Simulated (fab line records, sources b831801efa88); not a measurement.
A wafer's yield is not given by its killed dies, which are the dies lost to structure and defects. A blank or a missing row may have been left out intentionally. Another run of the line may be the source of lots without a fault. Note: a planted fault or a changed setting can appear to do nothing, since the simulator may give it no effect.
Which tool is to blame? | flow sky130 | 13 lots with 39 wafers sampled at 4 steps, on a route of 708 steps

## WHAT EACH GAUGE READ, for each wafer
SKY_VT_ADJUST_HVTR_CD_MEAS_07: the cd target is 380 nm.
lot  | measured     | on        | cd-nm (nm)
L586 | day 9 10:43  | cd-sem-02 | 381.4 379.1 380.7
L588 | day 10 04:29 | cd-sem-02 | 381.3 380.3 380.5
L589 | day 10 08:59 | cd-sem-02 | 382.9 379.6 377.5
L590 | day 10 13:17 | cd-sem-01 | 377.1 378.5 376.9
L591 | day 10 23:58 | cd-sem-01 | 384.3 384.9 382.3
L592 | day 11 02:59 | cd-sem-01 | 371.7 371.0 372.2
L594 | day 11 22:44 | cd-sem-01 | 378.0 377.8 377.3
L596 | day 12 04:15 | cd-sem-01 | 385.0 387.6 386.7
L598 | day 12 22:26 | cd-sem-02 | 384.9 384.3 383.5
L603 | day 14 21:38 | cd-sem-01 | 381.6 381.0 380.5
L604 | day 15 07:38 | cd-sem-02 | 376.6 374.0 376.2
L605 | day 15 07:56 | cd-sem-01 | 380.8 385.0 383.6
L609 | day 16 17:56 | cd-sem-02 | 381.8 380.8 382.0

SKY_POLY_GATE_THK_MEAS_04.
lot  | measured     | on            | POLY_GATE_CVD_03_THK (nm)
L586 | day 15 15:38 | film-metro-02 | 75.0 73.9 74.3
L588 | day 16 01:19 | film-metro-01 | 75.2 74.7 74.5
L589 | day 16 05:16 | film-metro-01 | 74.2 74.7 74.4
L590 | day 16 07:40 | film-metro-01 | 75.3 76.1 75.5
L591 | day 16 22:44 | film-metro-02 | 75.8 75.4 75.8
L592 | day 17 05:16 | film-metro-04 | 75.5 76.7 75.7
L594 | day 18 05:55 | film-metro-01 | 76.0 76.3 76.0
L596 | day 18 11:38 | film-metro-01 | 76.1 75.8 76.7
L598 | day 19 03:52 | film-metro-02 | 75.0 75.5 75.3
L603 | day 21 19:44 | film-metro-04 | 73.9 74.9 75.0
L604 | day 22 07:20 | film-metro-01 | 75.0 75.1 74.7
L605 | day 22 05:58 | film-metro-01 | 75.6 75.5 75.3
L609 | day 23 18:06 | film-metro-01 | 75.3 75.2 75.3

## WHAT TOOL EACH LOT RAN ON (gives the tool, then ch and the chambers of the sampled wafers, and finally the start)
lot  | SKY_VT_ADJUST_LVTN_STRIP_20          | SKY_RES_PROTECT_SOFTBAKE_03
L586 | plasma-asher-04 ch 0,1, day 7 16:29  | litho-track-03 ch 0, day 15 00:31
L588 | plasma-asher-04 ch 0,1, day 8 09:17  | litho-track-01 ch 0, day 15 09:42
L589 | plasma-asher-03 ch 0,1, day 8 14:07  | litho-track-02 ch 0, day 15 12:40
L590 | plasma-asher-04 ch 0,1, day 8 18:04  | litho-track-03 ch 0, day 15 16:32
L591 | plasma-asher-01 ch 0,1, day 9 04:34  | litho-track-01 ch 0, day 16 02:46
L592 | plasma-asher-04 ch 0,1, day 9 07:35  | litho-track-02 ch 0, day 16 09:49
L594 | plasma-asher-01 ch 0,1, day 10 00:52 | litho-track-01 ch 0, day 17 10:30
L596 | plasma-asher-04 ch 0,1, day 10 07:07 | litho-track-02 ch 0, day 17 16:49
L598 | plasma-asher-04 ch 0,1, day 10 23:37 | litho-track-03 ch 0, day 18 10:47
L603 | plasma-asher-01 ch 0,1, day 12 19:46 | litho-track-01 ch 0, day 21 01:54
L604 | plasma-asher-04 ch 0,1, day 13 03:10 | litho-track-02 ch 0, day 21 13:43
L605 | plasma-asher-03 ch 1, day 13 03:13   | litho-track-01 ch 0, day 21 12:39
L609 | plasma-asher-03 ch 0,1, day 14 11:55 | litho-track-02 ch 0, day 22 19:04
- SKY_VT_ADJUST_LVTN_STRIP_20: strips in O2/N2.
- SKY_RES_PROTECT_SOFTBAKE_03: time 60 s.

## WHAT THE TOOLS THEMSELVES READ (means of the sampled wafers that have a number; where no wafer has one, the mark that the record gives instead)
SKY_VT_ADJUST_LVTN_STRIP_20.
lot  | tool            | drypump-motor-current-A (A) | oes-product-au (a.u.) | strip-time-to-endpoint-s (s)
L586 | plasma-asher-04 | 5.8                         | 0.712                 | 14.18
L588 | plasma-asher-04 | 5.4                         | 0.715                 | 14.15
L589 | plasma-asher-03 | 6.2                         | 0.713                 | 14.25
L590 | plasma-asher-04 | 5.8                         | 0.713                 | 14.22
L591 | plasma-asher-01 | 5.8                         | 0.716                 | 14.18
L592 | plasma-asher-04 | 5.8                         | 0.719                 | 14.20
L594 | plasma-asher-01 | 5.8                         | 0.718                 | 14.21
L596 | plasma-asher-04 | 5.5                         | 0.713                 | 14.23
L598 | plasma-asher-04 | 5.4                         | 0.717                 | 14.20
L603 | plasma-asher-01 | 5.8                         | 0.714                 | 14.17
L604 | plasma-asher-04 | 5.5                         | 0.713                 | 14.21
L605 | plasma-asher-03 | 6.5                         | 0.717                 | 14.17
L609 | plasma-asher-03 | 5.8                         | 0.712                 | 14.15

SKY_RES_PROTECT_SOFTBAKE_03.
lot  | tool           | heater-power-total-W (W) | resist-line-temp-C (C) | run-length-s (s)
L586 | litho-track-03 | 55.56                    | 23.14                  | 89.71
L588 | litho-track-01 | 55.65                    | 22.99                  | 89.10
L589 | litho-track-02 | 55.62                    | 22.97                  | 89.17
L590 | litho-track-03 | 55.57                    | 23.01                  | 89.69
L591 | litho-track-01 | 55.60                    | 22.97                  | 89.16
L592 | litho-track-02 | 55.60                    | 23.08                  | 89.29
L594 | litho-track-01 | 55.65                    | 23.02                  | 89.12
L596 | litho-track-02 | 55.65                    | 22.96                  | 89.22
L598 | litho-track-03 | 55.63                    | 22.73                  | 89.53
L603 | litho-track-01 | 57.60                    | 22.98                  | 83.32
L604 | litho-track-02 | 55.59                    | 23.02                  | 89.24
L605 | litho-track-01 | 57.59                    | 22.98                  | 83.28
L609 | litho-track-02 | 55.63                    | 22.87                  | 89.09

## THE ANSWER, worked out from the rows above alone
Rule: the usual values come from the lots themselves. The widest of any qualifying gaps counts: lots, ordered by their means at a reading, are off when they make up no more than a third of the lots, leave a main group of 4 or more, and stand apart from it by 3 or more times the standard deviation of that group's means. A main group is skipped when, at the precision printed for the reading in the tables above, its means are all equal. Also off: a lot with no number at a reading for which 4 or more lots have one. Any other lot the step has rows for is counted as sound. After the gauges, taken in route order, come the tools' own readings; for these a lot's mean is taken, as printed above. The first step at which some lot is off is used, and at that step the reading that is off furthest; a lot without a number counts as furthest.
Off, at SKY_RES_PROTECT_SOFTBAKE_03 on heater-power-total-W: L603, L605. Mean 55.61 W and standard deviation 0.031 in the main group.
If a tool, at that step or one of the process steps before it, ran each lot that is off and ran no sound lot following the first of them, it fits. One fits: SKY_RES_PROTECT_SOFTBAKE_03 on litho-track-01. A fault onset in the window from L594 (day 17 10:30, its last sound lot) to L603 (day 21 01:54, its first lot off) fits.
The tool's own readings at SKY_RES_PROTECT_SOFTBAKE_03 bear it out: on the lots that are off they differ by more than 5 times the standard deviation of the sound lots' means. heater-power-total-W reads 57.59 W there against 55.61 W on the sound lots; run-length-s reads 83.30 s there against 89.30 s on the sound lots.

## WHAT WAS PUT IN BY THE SIMULATOR
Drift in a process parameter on litho-track-01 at SKY_RES_PROTECT_SOFTBAKE_03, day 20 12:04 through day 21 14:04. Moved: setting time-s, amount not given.
Struck lots among those shown: L603, L605. The rule above reached the same finding.
